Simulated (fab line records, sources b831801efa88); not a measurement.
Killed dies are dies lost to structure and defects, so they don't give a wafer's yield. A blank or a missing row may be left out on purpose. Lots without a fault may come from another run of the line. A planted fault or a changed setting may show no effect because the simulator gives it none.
Which tool did it? | flow gf180mcu | 11 lots, 33 wafers sampled, at 1 step of a route of 602

WHAT THE GAUGES READ, wafer by wafer
GF_CONTACT_THK_MEAS_03.
lot  | measured     | on            | CONTACT_CVD_02_THK (nm)
L202 | day 15 04:20 | film_metro-02 | 850 869 864
L203 | day 15 10:30 | film_metro-04 | 847 862 859
L206 | day 16 09:58 | film_metro-04 | 852 853 861
L209 | day 17 13:38 | film_metro-02 | 839 857 873
L210 | day 18 01:10 | film_metro-01 | 859 852 866
L211 | day 18 10:55 | film_metro-04 | 846 854 864
L221 | day 21 23:34 | film_metro-01 | 857 838 849
L222 | day 22 09:21 | film_metro-01 | 845 857 859
L223 | day 22 17:40 | film_metro-02 | 849 848 859
L224 | day 23 04:49 | film_metro-04 | 852 839 846
L225 | day 23 08:11 | film_metro-01 | 827 852 848

WHICH TOOL RAN EACH LOT (tool, then ch and the chambers of the sampled wafers, then the start)
The record holds no process step before these readings.

THE ANSWER, worked out from the rows above alone
Rule: what is usual is taken from the lots themselves. Put in order of their means at a reading, lots are off if they are a third of the lots or fewer, leave a main group of 4 or more, and stand apart from it by a gap of 3 or more times the standard deviation of the main group's means; of several such gaps the widest counts. A main group whose means are all the same, to the digits that the tables above print for the reading, isn't used. A lot without any number at a reading at which 4 lots or more have one is off too. The other lots that the step has rows for count as sound.
No lot is off at any reading shown: from this, nothing can be told.

WHAT THE SIMULATOR HAD PUT IN
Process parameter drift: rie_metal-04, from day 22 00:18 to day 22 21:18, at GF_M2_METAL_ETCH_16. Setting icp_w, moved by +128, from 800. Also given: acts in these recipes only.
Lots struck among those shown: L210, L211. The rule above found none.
